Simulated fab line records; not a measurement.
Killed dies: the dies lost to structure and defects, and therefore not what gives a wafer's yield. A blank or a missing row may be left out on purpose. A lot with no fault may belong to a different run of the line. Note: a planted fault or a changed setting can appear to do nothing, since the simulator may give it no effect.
fab line records	flow sky130
record lots=6	wafers=18	last_day=50
route steps=708 shown CONTACT@417 PAD_OPEN@708
lots with no fault: from the same line, run without faults
start_h: the number of hours between the record's first day and the start of the first shown wafer of the lot	wait_h: hours from the lot's prior step to this one	" repeats the value in the row above	L1.1+2: one row covering several wafers at once	- value missing, or start not given	* or withheld: withheld	< > ~ a bound
route shown NAME@n: a module of which the file shows steps, and the number in the route of the first	usual: average and standard deviation across the fault-free wafers	same: alike in all rows	chamber/n: place in a boat	sites: the reading at each site	_std_site: standard deviation of those values	_edge_site: mean of outer sites minus mean of inner sites	radius_mm: for every site, how far away it sits from the centre of the wafer	mask NAME#n: copy n	behind: tool/chamber where the wafer was last shaped	hold: why the lot went on hold/how many hours it stayed there/how the hold came to an end	device: the n, p or np transistor that did not switch	end of line: tests of these same wafers at the route's end	a step given without rows: its recipe and nothing more	killed: at the first sort, the dies lost to defects and structure; wafer yield is something else	map: a wafer's dies, x killed, . not, _ none there
set.NAME: setting as actually run; set.NAME@STEP: the setting as run at that earlier step	model.NAME: the simulator's own value behind a step, which no gauge read
certain route steps with their lots: each step a table, each wafer a row
services: when a tool's chamber went out of use (start_h, in hours from the record's first day, below 0 if earlier), for how many hours, and the reason
## steps
# step SKY_CONTACT_EXPOSE_11
# recipe mask_id=CTM1	na=0.8	source_shape=annular	sigma_inner=0.55	sigma_outer=0.85	target_cd_nm=170	dose_mj=38
# step SKY_CONTACT_PEB_12
# recipe peb_temp_c=withheld	peb_time_s=withheld	resist=KrF-thick
# step SKY_CONTACT_DEVELOP_13
# recipe develop_time_s=60	resist=KrF-thick	dev_temp_c=21
# step SKY_CONTACT_CD_MEAS_14
# recipe target_cd_nm=170
# usual cd_nm=170.3/1.6
lot.wafer	tool	chamber	start_h	wait_h	cd_nm
L433.3	cd_sem-02	-	752.21	-	168.8
L433.4	"	-	"	"	167.3
L433.6	"	-	"	"	168.5
L437.4	cd_sem-01	-	788.93	-	170.8
L437.5	"	-	"	"	169.7
L437.6	"	-	"	"	169.2
L438.1	cd_sem-01	-	791.49	-	170.5
L438.2	"	-	"	"	169.7
L438.5	"	-	"	"	169.7
L445.2	cd_sem-02	-	840.99	-	169.3
L445.3	"	-	"	"	171.0
L445.4	"	-	"	"	171.3
L449.1	cd_sem-02	-	877.29	-	171.2
L449.3	"	-	"	"	170.5
L449.4	"	-	"	"	171.2
L454.2	cd_sem-01	-	906.85	-	168.6
L454.3	"	-	"	"	168.9
L454.6	"	-	"	"	169.3
# step SKY_CONTACT_OVL_MEAS_15
# usual CONTACT_OVL=1/4.7
lot.wafer	tool	chamber	start_h	wait_h	CONTACT_OVL[nm]
L433.3	overlay-02	-	752.30	0.1	-1
L433.4	"	-	"	"	-1
L433.6	"	-	"	"	2
L437.4	overlay-02	-	789.01	0.1	-2
L437.5	"	-	"	"	-4
L437.6	"	-	"	"	-3
L438.1	overlay-01	-	791.61	0.1	-4
L438.2	"	-	"	"	-4
L438.5	"	-	"	"	-2
L445.2	overlay-01	-	841.10	0.1	-2
L445.3	"	-	"	"	-7
L445.4	"	-	"	"	1
L449.1	overlay-02	-	877.41	0.1	1
L449.3	"	-	"	"	-6
L449.4	"	-	"	"	-1
L454.2	overlay-01	-	906.95	0.1	-1
L454.3	"	-	"	"	-5
L454.6	"	-	"	"	-5
# step SKY_CONTACT_ETCH_16
# recipe chemistry=N2/H2	target=BARC	ion_energy_ev=200	source_w=500	bias_w=100	pressure_mtorr=30	n2_flow_sccm=100	h2_flow_sccm=200	stop_on=SiO2	time_s=45.9	target_depth_a=600
# usual drypump_motor_current_A=5.9/0.38	oes_product_au=0.855/0.0043	throttle_valve_pct=13.225/0.0095
lot.wafer	tool	chamber	start_h	wait_h	drypump_motor_current_A	oes_product_au	rf_hours_counter_h	throttle_valve_pct
L433.3	rie_diel-01	2	752.33	0.0	5.9	0.853	1	13.216
L433.4	"	0	"	"	6.4	0.854	18	13.228
L433.6	"	2	"	"	5.9	0.858	-	13.216
L437.4	rie_diel-04	0	789.03	0.0	5.6	0.857	9	13.240
L437.5	"	1	"	"	5.8	0.864	-	13.223
L437.6	"	2	"	"	6.1	0.857	-	13.242
L438.1	rie_diel-04	0	791.64	0.0	5.6	0.852	9	13.221
L438.2	"	1	"	"	5.8	0.858	11	13.236
L438.5	"	0	"	"	5.6	0.860	-	13.212
L445.2	rie_diel-04	0	841.13	0.0	5.5	0.851	11	13.231
L445.3	"	3	"	"	5.6	0.858	7	13.226
L445.4	"	0	"	"	5.5	0.851	-	13.225
L449.1	rie_diel-01	2	877.44	0.0	5.9	0.853	6	13.222
L449.3	"	0	"	"	6.3	0.857	23	13.224
L449.4	"	0	"	"	6.3	0.858	-	13.219
L454.2	rie_diel-01	0	906.98	0.0	6.4	0.859	25	13.222
L454.3	"	3	"	"	5.8	0.852	20	13.227
L454.6	"	0	"	"	6.4	0.859	-	13.201
# step SKY_CONTACT_ETCH_17
# recipe target=SiO2	chemistry=C4F8/O2/Ar	stop_on=Si3N4	mask_material=KrF-thick	source_w=1500	bias_w=1200	pressure_mtorr=40	c4f8_flow_sccm=withheld	O2_flow_sccm=6	Ar_flow_sccm=300	time_s=withheld	target_depth_a=3400
# usual oes_product_au=0.891/0.0049
lot.wafer	tool	chamber	start_h	wait_h	oes_product_au
L433.3	rie_diel-01	2	752.37	0.0	0.892
L433.4	"	0	"	"	0.899
L433.6	"	2	"	"	0.897
L437.4	rie_diel-04	0	789.07	0.0	0.891
L437.5	"	1	"	"	0.888
L437.6	"	2	"	"	0.888
L438.1	rie_diel-04	0	791.69	0.0	0.884
L438.2	"	1	"	"	0.889
L438.5	"	0	"	"	0.894
L445.2	rie_diel-04	0	841.17	0.0	0.894
L445.3	"	3	"	"	0.888
L445.4	"	0	"	"	0.891
L449.1	rie_diel-01	2	877.49	0.0	0.894
L449.3	"	0	"	"	0.885
L449.4	"	0	"	"	0.886
L454.2	rie_diel-01	0	907.03	0.0	0.900
L454.3	"	3	"	"	0.899
L454.6	"	0	"	"	0.880
# step SKY_CONTACT_ETCH_18
# recipe target=Si3N4	chemistry=CHF3/O2	stop_on=TiN	source_w=600	bias_w=200	pressure_mtorr=40	chf3_flow_sccm=50	O2_flow_sccm=5	time_s=39	target_depth_a=750
# usual O2_flow_sccm=4.998/0.015	drypump_motor_current_A=5.9/0.38	oes_product_au=0.854/0.0071	throttle_valve_pct=8.793/0.0091
lot.wafer	tool	chamber	start_h	wait_h	O2_flow_sccm	drypump_motor_current_A	oes_product_au	rf_hours_counter_h	throttle_valve_pct
L433.3	rie_diel-01	2	-	-	5.019	5.9	0.849	1	8.796
L433.4	"	0	"	"	4.986	6.3	0.866	18	8.806
L433.6	"	2	"	"	5.014	5.9	0.851	-	8.800
L437.4	rie_diel-04	0	-	-	5.001	5.6	0.855	9	8.797
L437.5	"	1	"	"	4.988	5.8	0.854	-	8.770
L437.6	"	2	"	"	4.992	6.1	0.853	-	8.803
L438.1	rie_diel-04	0	-	-	4.984	5.6	0.842	9	8.796
L438.2	"	1	"	"	4.987	5.8	0.847	11	8.792
L438.5	"	0	"	"	4.979	5.6	0.848	-	8.801
L445.2	rie_diel-04	0	-	-	4.995	5.6	0.856	11	8.798
L445.3	"	3	"	"	5.018	5.6	0.847	7	8.799
L445.4	"	0	"	"	5.017	5.6	0.856	-	8.794
L449.1	rie_diel-01	2	-	-	5.010	5.9	0.839	6	8.775
L449.3	"	0	"	"	4.976	6.3	0.852	23	8.785
L449.4	"	0	"	"	4.999	6.3	0.848	-	8.779
L454.2	rie_diel-01	0	-	-	4.993	6.3	0.846	25	8.796
L454.3	"	3	"	"	5.032	5.7	0.846	20	8.790
L454.6	"	0	"	"	4.995	6.3	0.845	-	8.796
# step SKY_CONTACT_STRIP_19
# recipe chemistry=O2/N2	power_w=1400	pressure_mtorr=1500	platen_temp_c=withheld	o2_flow_sccm=3000	n2_flow_sccm=300	overash_fraction=0.5
# usual drypump_motor_current_A=5.9/0.36	oes_product_au=0.381/0.0043	strip_time_to_endpoint_s=3.62/0.036
lot.wafer	tool	chamber	start_h	wait_h	drypump_motor_current_A	oes_product_au	rf_hours_counter_h	strip_time_to_endpoint_s
L433.3	plasma_asher-03	1	752.49	-	5.8	0.369	-	3.58
L433.4	"	0	"	"	6.3	0.384	-	3.58
L433.6	"	1	"	"	5.8	0.380	-	3.57
L437.4	plasma_asher-04	1	789.19	-	6.3	0.385	-	3.65
L437.5	"	0	"	"	5.4	0.389	-	3.66
L437.6	"	1	"	"	6.3	0.383	-	3.63
L438.1	plasma_asher-04	0	791.78	-	5.4	0.376	5	3.65
L438.2	"	1	"	"	6.3	0.385	5	3.68
L438.5	"	1	"	"	6.3	0.384	-	3.65
L445.2	plasma_asher-03	1	841.26	-	5.8	0.380	93	3.65
L445.3	"	1	"	"	5.8	0.384	-	3.63
L445.4	"	0	"	"	6.3	0.381	-	3.63
L449.1	plasma_asher-03	0	877.58	-	6.3	0.375	98	3.58
L449.3	"	0	"	"	6.3	0.379	-	3.59
L449.4	"	1	"	"	5.8	0.378	-	3.58
L454.2	plasma_asher-04	0	907.12	-	5.3	0.386	20	3.57
L454.3	"	0	"	"	5.4	0.375	-	3.61
L454.6	"	1	"	"	6.3	0.386	-	3.59
# step SKY_CONTACT_STRIP_20
# recipe chemistry=post_etch_residue_remover	time_s=1200	temp_c=72.5
# step SKY_CONTACT_CLEAN_21
# recipe chemistry=IPA	time_s=180	temp_c=25
# step SKY_CONTACT_CLEAN_22
# recipe chemistry=O3/DIW	dry=n2_spin
# step SKY_CONTACT_SPUTTER_23
# recipe material=TiN	target_thk_nm=20	chamber_pressure_pa=5	power_w=4000	time_s=80
# usual cathode_dc_power_W=4000.0/0.72	chamber_pressure_pa=5.000/0.0099	throttle_valve_pct=30.4/1.2
lot.wafer	tool	chamber	start_h	wait_h	cathode_dc_power_W	chamber_pressure_pa	throttle_valve_pct
L433.3	pvd_sputter-02	-	753.11	0.0	4000.3	5.001	29.9
L433.4	"	-	"	"	3999.9	5.000	31.1
L433.6	"	-	"	"	3999.6	5.006	28.1
L437.4	pvd_sputter-02	-	789.78	0.0	-	-	-
L437.5	"	-	"	"	-	-	-
L437.6	"	-	"	"	-	-	-
L438.1	pvd_sputter-04	-	792.37	0.0	-	-	-
L438.2	"	-	"	"	-	-	-
L438.5	"	-	"	"	-	-	-
L445.2	pvd_sputter-02	-	841.90	0.0	4000.6	5.004	29.5
L445.3	"	-	"	"	4001.3	4.996	31.3
L445.4	"	-	"	"	4000.9	4.996	28.0
L449.1	pvd_sputter-03	-	878.22	0.0	4000.4	5.012	31.3
L449.3	"	-	"	"	4000.5	4.988	31.0
L449.4	"	-	"	"	3999.9	5.021	29.1
L454.2	pvd_sputter-03	-	907.73	0.0	4001.1	4.996	31.4
L454.3	"	-	"	"	3999.1	5.006	29.2
L454.6	"	-	"	"	4000.0	5.004	28.9
# step SKY_CONTACT_CVD_24
# recipe material=W	target_thk_nm=340	time_s=102.12	temp_c=400	pressure_torr=40
# usual heater_power_w=840/52
lot.wafer	tool	chamber	start_h	wait_h	heater_power_w
L433.3	cvd_w-01	0	753.21	0.1	864
L433.4	"	1	"	"	786
L433.6	"	0	"	"	860
L437.4	cvd_w-02	0	789.88	0.1	874
L437.5	"	0	"	"	894
L437.6	"	1	"	"	803
L438.1	cvd_w-02	0	792.44	0.0	882
L438.2	"	1	"	"	803
L438.5	"	1	"	"	818
L445.2	cvd_w-02	0	841.96	0.0	876
L445.3	"	1	"	"	799
L445.4	"	0	"	"	888
L449.1	cvd_w-01	0	878.28	0.0	907
L449.3	"	1	"	"	791
L449.4	"	0	"	"	902
L454.2	cvd_w-01	0	907.79	0.0	925
L454.3	"	1	"	"	767
L454.6	"	1	"	"	769
# step SKY_PAD_OPEN_PROBE_99
# usual killed_at_M0_to_M3=43/6.6	killed_at_M4_up=3.4/1.8	killed_at_contacts=24/4.9	killed_at_front_end=15/4.1	killed_at_other=0.3/0.55	killed_dies=85/8.8	killed_on_rim=17/3.7	killed_open=46/6.1	killed_short=39/5.7
# same gross_dies=492	killed_at_back_side=0
lot.wafer	tool	chamber	start_h	wait_h	killed_at_M0_to_M3	killed_at_M4_up	killed_at_contacts	killed_at_front_end	killed_at_other	killed_dies	killed_on_rim	killed_open	killed_short
L433.3	prober-02	-	1093.81	0.2	39	4	21	19	0	83	15	41	42
L433.4	prober-02	-	1093.86	0.2	36	3	32	14	1	86	20	50	36
L433.6	prober-02	-	1093.96	0.2	35	4	22	10	0	71	15	32	39
L437.4	prober-02	-	1120.13	0.2	40	3	432	17	0	492	96	42	37
L437.5	prober-02	-	1120.18	0.2	36	7	432	17	0	492	96	46	42
L437.6	prober-02	-	1120.23	0.2	46	6	422	18	0	492	96	44	41
L438.1	prober-01	-	1121.72	0.1	46	4	428	13	1	492	96	47	39
L438.2	prober-01	-	1121.77	0.1	47	2	430	13	0	492	96	45	45
L438.5	prober-01	-	1121.92	0.2	48	1	435	8	0	492	96	40	43
L445.2	prober-02	-	1155.25	0.1	49	3	26	11	0	89	19	50	39
L445.3	prober-02	-	1155.30	0.2	41	3	22	10	0	76	14	46	30
L445.4	prober-02	-	1155.35	0.2	38	1	27	12	0	78	17	37	41
L449.1	prober-02	-	1182.01	0.1	47	5	24	23	0	99	21	61	37
L449.3	prober-02	-	1182.11	0.2	39	2	27	11	0	79	10	43	35
L449.4	prober-02	-	1182.16	0.2	50	1	27	14	0	92	12	50	41
L454.2	prober-01	-	1199.71	0.1	37	3	26	24	0	90	19	47	43
L454.3	prober-01	-	1199.76	0.2	39	3	28	16	1	87	20	46	41
L454.6	prober-01	-	1199.91	0.2	39	1	32	10	0	82	17	38	44
# killed by level:class
L433.3 CONTACT:geometric_particle:open=8 VIA1:geometric_particle:open=7 POLY_GATE:geometric_particle:open=6 VIA2:geometric_particle:open=6 CONTACT:geometric_particle:short=5 METAL1:geometric_particle:short=5 VIA1:geometric_particle:short=5 VIA3:geometric_particle:open=5
L433.4 CONTACT:geometric_particle:open=17 VIA1:geometric_particle:open=7 VIA3:geometric_particle:open=7 CONTACT:geometric_particle:short=6 VIA1:geometric_particle:short=5 POLY_GATE:geometric_particle:open=4 LOCAL_INTERCONNECT:geometric_particle:short=4 METAL1:geometric_particle:short=4
L433.6 CONTACT:geometric_particle:open=8 METAL1:geometric_particle:short=7 VIA1:geometric_particle:open=7 CONTACT:geometric_particle:short=6 VIA2:geometric_particle:short=6 METAL2:geometric_particle:short=4 POLY_GATE:geometric_particle:open=3 LI_CONTACT:geometric_particle:open=3
L437.4 CONTACT:area_sputter=410 VIA1:geometric_particle:open=9 LI_CONTACT:geometric_particle:open=8 POLY_GATE:geometric_particle:open=7 FIELD_ISO:geometric_particle:short=5 VIA3:geometric_particle:short=5 CONTACT:geometric_particle:short=5 VIA1:geometric_particle:short=4
L437.5 CONTACT:area_sputter=403 CONTACT:geometric_particle:open=16 VIA3:geometric_particle:open=7 FIELD_ISO:geometric_particle:short=6 METAL1:geometric_particle:short=6 LI_CONTACT:geometric_particle:open=6 POLY_GATE:geometric_particle:short=5 VIA1:geometric_particle:short=5
L437.6 CONTACT:area_sputter=407 VIA1:geometric_particle:open=17 CONTACT:geometric_particle:open=6 SPACER:geometric_particle:open=5 METAL2:geometric_particle:short=5 FIELD_ISO:geometric_particle:short=4 POLY_GATE:geometric_particle:short=4 METAL1:geometric_particle:short=4
L438.1 CONTACT:area_sputter=403 LI_CONTACT:geometric_particle:open=8 VIA1:geometric_particle:open=8 CONTACT:geometric_particle:open=7 VIA1:geometric_particle:short=7 VIA2:geometric_particle:open=7 LOCAL_INTERCONNECT:geometric_particle:short=6 METAL1:geometric_particle:short=6
L438.2 CONTACT:area_sputter=400 VIA1:geometric_particle:open=14 LI_CONTACT:geometric_particle:open=8 CONTACT:geometric_particle:short=8 CONTACT:geometric_particle:open=8 VIA2:geometric_particle:open=7 METAL1:geometric_particle:short=5 VIA1:geometric_particle:short=5
L438.5 CONTACT:area_sputter=409 CONTACT:geometric_particle:open=11 METAL2:geometric_particle:short=7 VIA1:geometric_particle:open=7 VIA1:geometric_particle:short=6 LI_CONTACT:geometric_particle:open=6 VIA3:geometric_particle:open=6 METAL1:geometric_particle:short=6
L445.2 VIA1:geometric_particle:open=16 CONTACT:geometric_particle:open=8 LI_CONTACT:geometric_particle:open=7 METAL2:geometric_particle:short=7 CONTACT:geometric_particle:short=6 VIA1:geometric_particle:short=5 VIA2:geometric_particle:open=5 VIA3:geometric_particle:open=4
L445.3 CONTACT:geometric_particle:open=13 VIA1:geometric_particle:open=8 VIA3:geometric_particle:open=7 METAL1:geometric_particle:short=6 VIA2:geometric_particle:open=5 VIA1:geometric_particle:short=5 METAL2:geometric_particle:short=4 CONTACT:geometric_particle:short=4
L445.4 LI_CONTACT:geometric_particle:open=7 FIELD_ISO:geometric_particle:short=6 CONTACT:geometric_particle:open=6 VIA1:geometric_particle:open=6 METAL2:geometric_particle:short=6 LOCAL_INTERCONNECT:geometric_particle:short=5 VIA2:geometric_particle:open=5 LI_CONTACT:geometric_particle:short=4
L449.1 CONTACT:geometric_particle:open=11 VIA3:geometric_particle:open=9 VIA2:geometric_particle:open=8 POLY_GATE:geometric_particle:open=6 LI_CONTACT:geometric_particle:open=6 METAL1:geometric_particle:short=6 VIA1:geometric_particle:open=6 METAL4:geometric_particle:short=5
L449.3 VIA1:geometric_particle:open=15 CONTACT:geometric_particle:open=9 LOCAL_INTERCONNECT:geometric_particle:short=5 METAL2:geometric_particle:short=5 VIA1:geometric_particle:short=4 POLY_GATE:geometric_particle:short=4 LI_CONTACT:geometric_particle:short=4 METAL1:geometric_particle:short=4
L449.4 CONTACT:geometric_particle:open=13 METAL1:geometric_particle:short=8 VIA1:geometric_particle:open=7 VIA2:geometric_particle:short=7 VIA2:geometric_particle:open=6 LOCAL_INTERCONNECT:geometric_particle:short=5 METAL1:geometric_particle:open=5 VIA1:geometric_particle:short=5
L454.2 CONTACT:geometric_particle:open=9 VIA3:geometric_particle:open=7 VIA1:geometric_particle:open=7 FIELD_ISO:geometric_particle:short=6 POLY_GATE:geometric_particle:short=6 VIA2:geometric_particle:open=6 FIELD_ISO:geometric_particle:open=5 POLY_GATE:geometric_particle:open=5
L454.3 VIA2:geometric_particle:open=12 LI_CONTACT:geometric_particle:open=10 VIA1:geometric_particle:open=7 FIELD_ISO:geometric_particle:short=6 LOCAL_INTERCONNECT:geometric_particle:short=6 METAL1:geometric_particle:short=5 CONTACT:geometric_particle:open=5 VIA1:geometric_particle:short=5
L454.6 CONTACT:geometric_particle:open=8 VIA1:geometric_particle:open=7 LI_CONTACT:geometric_particle:short=6 LOCAL_INTERCONNECT:geometric_particle:short=6 CONTACT:geometric_particle:short=6 METAL1:geometric_particle:short=6 LI_CONTACT:geometric_particle:open=5 METAL2:geometric_particle:short=5
# map L437.4 (x killed, . not)
__________xxxxxxxxxx_________
________xxxxxxxxxxxxxx_______
______xxxxxxxxxxxxxxxxxx_____
_____xxxxxxxxxxxxxxxxxxxx____
____xxxxxxxxxxxxxxxxxxxxxx___
___xxxxxxxxxxxxxxxxxxxxxxxx__
__xxxxxxxxxxxxxxxxxxxxxxxxxx_
_xxxxxxxxxxxxxxxxxxxxxxxxxxxx
_xxxxxxxxxxxxxxxxxxxxxxxxxxxx
_xxxxxxxxxxxxxxxxxxxxxxxxxxxx
_xxxxxxxxxxxxxxxxxxxxxxxxxxxx
_xxxxxxxxxxxxxxxxxxxxxxxxxxxx
_xxxxxxxxxxxxxxxxxxxxxxxxxxxx
_xxxxxxxxxxxxxxxxxxxxxxxxxxxx
_xxxxxxxxxxxxxxxxxxxxxxxxxxxx
__xxxxxxxxxxxxxxxxxxxxxxxxxx_
___xxxxxxxxxxxxxxxxxxxxxxxx__
____xxxxxxxxxxxxxxxxxxxxxx___
_____xxxxxxxxxxxxxxxxxxxx____
______xxxxxxxxxxxxxxxxxx_____
________xxxxxxxxxxxxxx_______
__________xxxxxxxxxx_________
# map L438.1 (x killed, . not)
__________xxxxxxxxxx_________
________xxxxxxxxxxxxxx_______
______xxxxxxxxxxxxxxxxxx_____
_____xxxxxxxxxxxxxxxxxxxx____
____xxxxxxxxxxxxxxxxxxxxxx___
___xxxxxxxxxxxxxxxxxxxxxxxx__
__xxxxxxxxxxxxxxxxxxxxxxxxxx_
_xxxxxxxxxxxxxxxxxxxxxxxxxxxx
_xxxxxxxxxxxxxxxxxxxxxxxxxxxx
_xxxxxxxxxxxxxxxxxxxxxxxxxxxx
_xxxxxxxxxxxxxxxxxxxxxxxxxxxx
_xxxxxxxxxxxxxxxxxxxxxxxxxxxx
_xxxxxxxxxxxxxxxxxxxxxxxxxxxx
_xxxxxxxxxxxxxxxxxxxxxxxxxxxx
_xxxxxxxxxxxxxxxxxxxxxxxxxxxx
__xxxxxxxxxxxxxxxxxxxxxxxxxx_
___xxxxxxxxxxxxxxxxxxxxxxxx__
____xxxxxxxxxxxxxxxxxxxxxx___
_____xxxxxxxxxxxxxxxxxxxx____
______xxxxxxxxxxxxxxxxxx_____
________xxxxxxxxxxxxxx_______
__________xxxxxxxxxx_________
## services
tool	chamber	start_h	hours	kind
cvd_w-01	1	730.66	7.2	repair
plasma_asher-04	-	733.75	9.0	pm
plasma_asher-04	0	733.75	9.0	vent_cycle
plasma_asher-04	1	733.75	9.0	vent_cycle
plasma_asher-04	0	742.75	-	clean
rie_diel-01	3	744.20	2.4	repair
plasma_asher-03	-	752.80	4.3	pm
rie_diel-04	3	753.95	9.4	repair
rie_diel-01	3	770.56	132.0	repair
pvd_sputter-04	-	778.28	4.7	repair
plasma_asher-03	-	782.06	28.1	pm
pvd_sputter-03	-	782.58	0.6	repair
rie_diel-01	0	787.04	3.8	repair
cvd_w-02	-	816.85	2.8	pm
pvd_sputter-04	-	820.84	3.4	repair
pvd_sputter-03	-	825.43	1.4	repair
cvd_w-02	0	828.79	5.4	repair
rie_diel-04	1	830.60	16.3	repair
pvd_sputter-03	-	861.83	2.8	repair
cvd_w-01	-	879.70	14.6	pm
cvd_w-02	-	882.41	0.9	repair
rie_diel-01	1	889.10	5.4	repair
pvd_sputter-02	-	892.11	14.9	repair
cvd_w-02	-	904.00	14.0	pm
## key
first_sign step=SKY_CONTACT_SPUTTER_23	reading=tool_record	direction=missing
effect step=SKY_PAD_OPEN_PROBE_99	reading=killed_at_contacts	direction=up	sigmas=83	usual=24	struck=430
more_kills_born_at SKY_CONTACT_SPUTTER_23@pvd_sputter-02=1214	SKY_CONTACT_SPUTTER_23@pvd_sputter-04=1209
met_at SKY_CONTACT_SPUTTER_23
struck_wafers L437.4,L437.5,L437.6,L438.1,L438.2,L438.5
later_rows_left_out L437.4,L437.5,L437.6,L438.1,L438.2,L438.5
tester_left_out L437,L438
onset_between 753.11 789.78
fault kind=skipped_step_whole	tool=pvd_sputter-02,pvd_sputter-04	chamber=-	onset_h=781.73	steps=SKY_CONTACT_SPUTTER_23	scope=struck_lots_only
# tester_left_out: of these lots the tester's yield and bins aren't shown, on N5 and GAA mostly nor the transistor test; their killed dies are dies lost to structure and defects alone, not to doping, threshold or leakage, so they don't give the yield
# later_rows_left_out: the simulator's readings of these wafers behind a module that went badly wrong aren't trusted and aren't shown, but for the sort
